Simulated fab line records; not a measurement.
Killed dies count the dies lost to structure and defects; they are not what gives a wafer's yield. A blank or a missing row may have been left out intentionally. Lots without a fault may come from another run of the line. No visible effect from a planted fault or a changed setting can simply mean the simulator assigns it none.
Which tool was responsible? | flow sfqLine | 7 lots, 21 wafers sampled, at 4 steps of a route of 325

== WHAT EACH GAUGE READ, for each wafer ==
SFQ_M1_RS_MEAS_909: uses a four-point probe to measure.
lot  | measured     | on           | M1_NB_RS (ohm/sq)
L523 | day 17 14:52 | filmMetro-02 | 0.892 0.906 0.910
L527 | day 18 14:16 | filmMetro-02 | 0.893 0.882 0.889
L530 | day 20 07:05 | filmMetro-02 | 0.887 0.871 0.889
L534 | day 21 15:37 | filmMetro-02 | 0.883 0.646 0.878
L540 | day 24 06:31 | filmMetro-02 | 0.900 0.891 0.896
L543 | day 24 16:07 | filmMetro-03 | 0.872 0.891 0.884
L545 | day 24 22:05 | filmMetro-03 | 0.916 0.899 0.902

== EACH LOT AND THE TOOL THAT RAN IT (in order: tool; ch and the chambers of the sampled wafers; start) ==
lot  | SFQ_TRILAYER_I0_VIA_ETCH_VIA_ETCH_034 | SFQ_TRILAYER_I0_VIA_STRIP_STRIP_035 | SFQ_TRILAYER_M1_DEP_SPUTTER_037
L523 | rieDiel-01 ch 0,1,2, day 17 13:52     | rieMetal-04 ch 0,1, day 17 13:59    | pvdSputter-06, day 17 14:47
L527 | rieDiel-01 ch 1,2,3, day 18 13:16     | rieMetal-01 ch 0,1, day 18 13:22    | pvdSputter-03, day 18 14:11
L530 | rieDiel-01 ch 1,2,3, day 20 06:04     | rieMetal-04 ch 0,1, day 20 06:10    | pvdSputter-06, day 20 06:59
L534 | rieDiel-04 ch 0,1, day 21 14:35       | rieMetal-01 ch 0,1, day 21 14:42    | pvdSputter-06, day 21 15:30
L540 | rieDiel-04 ch 0,2, day 24 05:29       | rieMetal-04 ch 0,1, day 24 05:36    | pvdSputter-06, day 24 06:25
L543 | rieDiel-01 ch 0,1,2, day 24 15:05     | rieMetal-01 ch 0,1, day 24 15:12    | pvdSputter-05, day 24 16:00
L545 | rieDiel-01 ch 0,1, day 24 21:05       | rieMetal-04 ch 0,1, day 24 21:12    | pvdSputter-05, day 24 22:00
- SFQ_TRILAYER_I0_VIA_ETCH_VIA_ETCH_034: etches SiO2 in CHF3, stops on Nb, target depth 260 nm.
- SFQ_TRILAYER_I0_VIA_STRIP_STRIP_035: strips in O2.
- SFQ_TRILAYER_M1_DEP_SPUTTER_037: material Nb, target thk 200 nm, time 133.3 s.

== THE ANSWER, worked out from the rows above alone ==
Rule: usual is defined by the lots themselves. Put in order of their means at a reading, lots are off if they are a third of the lots or fewer, leave a main group of 4 or more, and stand apart from it by a gap of 3 or more times the standard deviation of the main group's means; of several such gaps the widest counts. Not used: any main group whose means are identical at the precision the tables above print for the reading. A lot without any number at a reading at which 4 lots or more have one is off too. The other lots that the step has rows for count as sound.
Off: L534, seen at SFQ_M1_RS_MEAS_909 (M1_NB_RS). Mean 0.893 ohm/sq and standard deviation 0.0092 in the main group.
If a tool, at a process step before that reading, ran all the lots that are off and no sound lot after the first of them, it fits. The gauges at SFQ_M1_RS_MEAS_909 are tried like those tools. Not one of the candidates tried fits.

== WHAT THE SIMULATOR PUT IN ==
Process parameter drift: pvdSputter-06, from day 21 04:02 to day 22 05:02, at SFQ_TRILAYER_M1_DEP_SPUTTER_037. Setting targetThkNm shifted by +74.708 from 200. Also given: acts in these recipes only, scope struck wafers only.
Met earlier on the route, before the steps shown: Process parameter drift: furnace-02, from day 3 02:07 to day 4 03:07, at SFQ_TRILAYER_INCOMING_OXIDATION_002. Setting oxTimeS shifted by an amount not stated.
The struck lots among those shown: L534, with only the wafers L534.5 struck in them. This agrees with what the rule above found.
